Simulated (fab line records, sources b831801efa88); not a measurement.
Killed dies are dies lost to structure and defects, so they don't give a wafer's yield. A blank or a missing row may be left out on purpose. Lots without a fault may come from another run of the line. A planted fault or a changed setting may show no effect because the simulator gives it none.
A struck lot beside a sound one | flow sky130 | 15 steps out of a route of 708
Sound: wafers L242.3, L242.5, L242.6. Struck: wafers L252.2, L252.3, L252.5. The cause comes at the end.
At each step with rows: each side's tool, then ch and its chambers, then its first start. Under that, the readings that differ: sound wafers | struck wafers | difference of the means | sigmas: that difference in standard deviations of wafers without a fault.
alike: readings whose means differ by less than 2 such deviations, and words and numbers that are the same on both sides. not compared: withheld readings, readings that some wafer has no value for, bounds like >300 that may hide the same value, and numbers for which the record gives no deviation and whose values overlap.
The two part at a step that has a row with sigmas, a row that says differs or no value, or rows on one side only. Numbers that don't overlap but have no deviation are shown without sigmas and don't part them. A reading that every wafer of one side lacks parts them only if that side has two wafers or more.

first, 4 steps without rows for these wafers: SKY_VIA2_SOFTBAKE_08 (time 90 s); SKY_VIA2_EXPOSE_09 (exposes mask VIM2, target cd 200 nm); SKY_VIA2_PEB_10; SKY_VIA2_DEVELOP_11 (develop time 60 s).
SKY_VIA2_CD_MEAS_12: target cd 200 nm.
  sound on cd_sem-01, day 36 09:48; struck on cd_sem-01, day 39 21:53
  alike: cd_nm
SKY_VIA2_OVL_MEAS_13:
  sound on overlay-01, day 36 09:53; struck on overlay-01, day 39 21:59
  alike: VIA2_OVL
SKY_VIA2_ETCH_14: etches BARC in N2/H2, stops on SiO2, time 45.9 s, target depth 60 nm.
  sound on rie_diel-04 ch 0,3, day 36 09:55; struck on rie_diel-04 ch 1,2, day 39 22:01
  alike: drypump_motor_current_A, oes_product_au, throttle_valve_pct
  not compared: rf_hours_counter_h
SKY_VIA2_ETCH_15: etches SiO2 in C4F8/O2/Ar, stops on TiN, target depth 546 nm, time 84 s.
  sound on rie_diel-04 ch 0,3, day 36 09:58; struck on rie_diel-04 ch 1,2, day 39 22:04
  alike: oes_product_au
  not compared: rf_hours_counter_h
SKY_VIA2_STRIP_16: strips in O2/N2.
  sound on plasma_asher-01 ch 0,1, day 36 10:03; struck on plasma_asher-03 ch 0,1, day 39 22:07
  alike: drypump_motor_current_A, oes_product_au, strip_time_to_endpoint_s
  not compared: rf_hours_counter_h
then, 3 steps without rows for these wafers: SKY_VIA2_STRIP_17 (strips in post etch residue remover, time 1200 s); SKY_VIA2_CLEAN_18 (cleans in IPA, time 180 s); SKY_VIA2_CLEAN_19 (cleans in O3/DIW).
SKY_VIA2_SPUTTER_20: material TiN, target thk 20 nm, time 80 s.
  sound on pvd_sputter-03, day 36 10:37; struck on pvd_sputter-02, day 39 22:44
  reading                                  | sound                | struck               | difference | sigmas
  cathode_dc_power_W (W)                   | 4000.2 3999.3 4000.6 | 3625.3 3624.9 3627.1 | -374.3     | -99 or more
  model.TiN_of_VIA2_SPUTTER_20.thk_nm (nm) | 20.14 20.08 20.07    | 18.32 18.42 18.16    | -1.80      |
  alike: throttle_valve_pct
SKY_VIA2_CVD_21: deposits W, target thk 420 nm, time 126.4 s.
  sound on cvd_w-01 ch 0,1, day 36 10:43; struck on cvd_w-01 ch 0,1, day 39 22:48
  alike: heater_power_w
-- the record jumps here: 9 days lie between the struck wafers' starts before and after (it left off in module VIA2 and takes up again in module PAD_OPEN, whose first step shown is number 708 of the route) --
SKY_PAD_OPEN_PROBE_99:
  the record has rows for the struck wafers here (prober-01, day 48 16:37) and none for the sound ones

WHERE THEY PART
First at SKY_VIA2_SPUTTER_20; last, within this record, at SKY_PAD_OPEN_PROBE_99.

WHY: what the simulator had put in
Process parameter drift: pvd_sputter-02, from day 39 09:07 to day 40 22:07, at SKY_VIA2_SPUTTER_20. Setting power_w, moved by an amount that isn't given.
